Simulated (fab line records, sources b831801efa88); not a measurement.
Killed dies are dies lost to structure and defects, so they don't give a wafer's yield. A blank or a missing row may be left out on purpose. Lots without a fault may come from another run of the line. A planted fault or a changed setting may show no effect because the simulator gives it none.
Chamber matching | flow sky130 | SKY_METAL4_ETCH_17 on rie_diel-02: 4 sister chambers
The step etches SiO2 in C4F8/O2/Ar, stops on TiN, time 3.9 s, target depth 15 nm. 4 wafers are shown with their chamber, then 6 later ones without.

WAFERS WITH THEIR CHAMBER
wafer  | chamber | oes_product_au (a.u.)
L757.2 | 3       | 0.761
L762.1 | 0       | 0.748
L765.2 | 2       | 0.739
L765.4 | 1       | 0.753

WAFERS WITHOUT THEIR CHAMBER
wafer  | oes_product_au (a.u.)
L765.6 | 0.748
L773.3 | 0.743
L773.6 | 0.747
L778.1 | 0.758
L778.4 | 0.765
L778.5 | 0.761

WHICH CHAMBER EACH WENT THROUGH
wafer  | from the rows above     | in truth
L765.6 | can't be placed: 0 or 1 | 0
L773.3 | can't be placed: 2 or 0 | 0
L773.6 | can't be placed: 0 or 1 | 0
L778.1 | can't be placed: 3 or 1 | 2
L778.4 | 3                       | 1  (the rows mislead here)
L778.5 | 3                       | 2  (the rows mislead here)
Placed correctly: 0 of 6. Can't be placed from these rows: 4 (the true chamber is among the candidates in 3). Placed wrongly: 2.
How it was worked out, from the rows above alone: a wafer's distance from a chamber is the root of the sum, over the readings, of the square of ((its reading less the chamber's mean) divided by the reading's scatter). The wafer belongs to the nearest chamber; if the next one is less than 2 further off, it can't be placed. A chamber's mean is the mean of its shown wafers. The scatter: with one shown wafer a chamber, the root of the mean of the squares of how far each hidden wafer lies from its nearest shown one.
